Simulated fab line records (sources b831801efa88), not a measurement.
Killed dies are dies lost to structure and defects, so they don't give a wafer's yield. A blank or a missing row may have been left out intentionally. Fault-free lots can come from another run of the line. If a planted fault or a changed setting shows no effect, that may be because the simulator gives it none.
Struck lot and sound lot, side by side || flow sky130 || 15 out of 708 route steps
Sound: these wafers, L500.1, L500.3, L500.6. Struck: wafers L496.2, L496.5, L496.6. The cause is named last.
At each step with rows: each side's tool, then ch and its chambers, then its first start. Under that, the readings that differ: sound wafers || struck wafers || difference of the means || sigmas: that difference in standard deviations of wafers without a fault.
alike: readings with means less than 2 such deviations apart, plus words and numbers identical on both sides. not compared: withheld readings, readings lacking a value on some wafer, bounds such as >300 that could conceal the same value, and numbers that have no deviation in the record and whose values overlap.
Wherever a step has rows on one side only, a row that says differs or no value, or a row with sigmas, the two part there. Non-overlapping numbers with no deviation appear without sigmas and do not part them. A reading missing from all wafers of one side parts the sides only when that side holds two or more wafers.

SKY_VIA2_STRIP_16: strips in O2/N2.
  sound on plasma-asher-01 ch 1, day 41 23:13; struck on plasma-asher-03 ch 0,1, day 39 09:31
  alike: drypump-motor-current-A, oes-product-au, strip-time-to-endpoint-s
  not compared: rf-hours-counter-h
then, 4 steps without rows for these wafers: SKY_VIA2_STRIP_17 (strips in post etch residue remover, time 1200 s); SKY_VIA2_CLEAN_18 (cleans in IPA, time 180 s); SKY_VIA2_CLEAN_19 (cleans in O3/DIW); SKY_VIA2_SPUTTER_20 (material TiN, target thk 20 nm, time 80 s).
SKY_VIA2_CVD_21: deposits W, target thk 420 nm, time 126.4 s.
  sound on cvd-w-01 ch 0,1, day 41 23:53; struck on cvd-w-02 ch 0,1, day 39 10:11
  alike: heater-power-w
SKY_VIA2_RS_MEAS_22: a four-point-probe measurement.
  sound on film-metro-04, day 42 00:01; struck on film-metro-04, day 39 10:20
  alike: VIA2_W_RS
SKY_VIA2_THK_MEAS_23: measures by xrf.
  sound on film-metro-04, day 42 00:08; struck on film-metro-04, day 39 10:26
  alike: VIA2_W_THK
SKY_VIA2_CMP_24: polishes, stops on SiO2, t overpolish 20 s, target thk 0 nm.
  sound on cmp-02 ch 2,3, day 42 00:25; struck on cmp-02 ch 0,1,2, day 39 10:38
  alike: motor-current-A, overpolish-run-s, slurry-filter-dp-kPa, time-to-endpoint-s
SKY_METAL3_SPUTTER_00: material Ti, target thk 15 nm, time 10 s.
  sound on pvd-sputter-01, day 42 00:40; struck on pvd-sputter-01, day 39 10:47
  alike: cathode-dc-power-W, chamber-pressure-pa, throttle-valve-pct
then, 1 step without rows for these wafers: SKY_METAL3_SPUTTER_01 (material TiN, target thk 20 nm, time 16.7 s).
SKY_METAL3_SPUTTER_02: material AlCu, target thk 735 nm, time 39.1 s.
  sound on pvd-sputter-01, day 42 00:43; struck on pvd-sputter-01, day 39 10:50
  alike: cathode-dc-power-W, chamber-pressure-pa, throttle-valve-pct
SKY_METAL3_SPUTTER_03: material Ti, target thk 5 nm, time 3.3 s.
  sound on pvd-sputter-01, day 42 00:45; struck on pvd-sputter-01, day 39 10:52
  no value came back on the struck wafers for cathode-dc-power-W (W), chamber-pressure-pa (Pa), throttle-valve-pct (%); on the sound wafers cathode-dc-power-W (W) reads 2999.5 3000.3 2999.9
then, 1 step without rows for these wafers: SKY_METAL3_SPUTTER_04 (material TiN, target thk 70 nm, time 58.3 s).
-- the record jumps here: 9 days lie between the struck wafers' starts before and after (it left off in module METAL3 and takes up again in module PAD_OPEN, whose first step shown is number 708 of the route) --
SKY_PAD_OPEN_PROBE_99:
  sound on prober-01, day 50 02:48; struck on prober-02, day 48 03:06
{"reading": "model.etest.via3-chain.rc-ohm", "sound": "9.227 9.487 9.655", "struck": "11.46 11.09 11.56", "difference": "+1.91", "sigmas": ""}
  alike: defect-limited-yield, killed_at_M0_to_M3, killed_at_M4_up, killed-at-contacts, killed-at-front-end, killed-at-other, killed-dies, killed-open, killed-short, sort_bin_3_pad_short, sort_bin_5_function, sort_bin_6_memory, sort-n-pass, sort-yield-pct

== WHERE THEY PART ==
Only at SKY_METAL3_SPUTTER_03, within this record. Later steps at which nothing parts them and some readings are alike: SKY_PAD_OPEN_PROBE_99.

WHY: the cause the simulator had injected
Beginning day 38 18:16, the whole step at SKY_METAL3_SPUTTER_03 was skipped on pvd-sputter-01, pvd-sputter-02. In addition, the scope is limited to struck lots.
